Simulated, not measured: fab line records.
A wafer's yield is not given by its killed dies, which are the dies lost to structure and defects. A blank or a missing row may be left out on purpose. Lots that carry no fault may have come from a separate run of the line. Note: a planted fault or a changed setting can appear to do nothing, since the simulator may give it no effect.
Which of the tools did it?    flow gf180mcu    11 lots with 33 wafers sampled at 2 steps, on a route of 602 steps

== WHAT THE GAUGES SHOWED, per wafer ==
GF_STI_THK_MEAS_04.
lot   measured     on             STI_CVD_03_THK (nm)
L952  day 1 14:20  film-metro-01  209.2 208.1 207.8
L953  day 1 19:23  film-metro-02  207.7 206.8 207.3
L954  day 2 00:10  film-metro-04  209.2 209.1 208.9
L955  day 2 05:50  film-metro-02  206.5 206.3 206.3
L957  day 2 14:50  film-metro-04  209.2 208.4 209.5
L960  day 3 05:34  film-metro-02  230.2 230.3 230.3 230.1 230.4 230.2
L966  day 4 12:38  film-metro-04  206.2 205.5 205.3
L968  day 4 22:41  film-metro-02  208.0 207.2 205.5
L973  day 6 02:04  film-metro-04  203.3 203.6 203.4
L974  day 6 09:10  film-metro-01  206.5 208.0 207.9
L975  day 6 09:09  film-metro-02  209.2 207.7 207.8

== EACH LOT AND THE TOOL THAT RAN IT (in order: tool; ch and the chambers of the sampled wafers; start) ==
lot   GF_STI_CVD_03
L952  lpcvd-01 ch 1, day 1 12:20
L953  lpcvd-02 ch 0, day 1 17:23
L954  lpcvd-02 ch 0, day 1 22:10
L955  lpcvd-01 ch 1, day 2 03:52
L957  lpcvd-01 ch 0, day 2 12:50
L960  lpcvd-01 ch 0, day 3 03:35
L966  lpcvd-02 ch 1, day 4 10:38
L968  lpcvd-02 ch 0, day 4 20:42
L973  lpcvd-02 ch 1, day 6 00:04
L974  lpcvd-01 ch 0, day 6 07:10
L975  lpcvd-01 ch 1, day 6 07:10
- GF_STI_CVD_03: deposits Si3N4 from DCS/NH3, target thk 207.16 nm, time 3551 s.

== THE ANSWER, worked out from the rows above alone ==
Rule: what is usual is taken from the lots themselves. Put in order of their means at a reading, lots are off if they are a third of the lots or fewer, leave a main group of 4 or more, and stand apart from it by a gap of 3 or more times the standard deviation of the main group's means; of several such gaps the widest counts. The tables above print the reading to a certain number of digits; a main group whose means all agree to those digits is not used. A lot without any number at a reading at which 4 lots or more have one is off too. Any other lot the step has rows for is counted as sound.
Off: at GF_STI_THK_MEAS_04 (STI_CVD_03_THK), L960. The main group: mean 207.2 nm, standard deviation 1.6.
A tool fits if, at a process step before that reading, it ran every lot that is off, and no sound lot after the first of them. The gauges at GF_STI_THK_MEAS_04 are tried like those tools. No candidate that was tried fits.

== WHAT THE SIMULATOR PUT IN ==
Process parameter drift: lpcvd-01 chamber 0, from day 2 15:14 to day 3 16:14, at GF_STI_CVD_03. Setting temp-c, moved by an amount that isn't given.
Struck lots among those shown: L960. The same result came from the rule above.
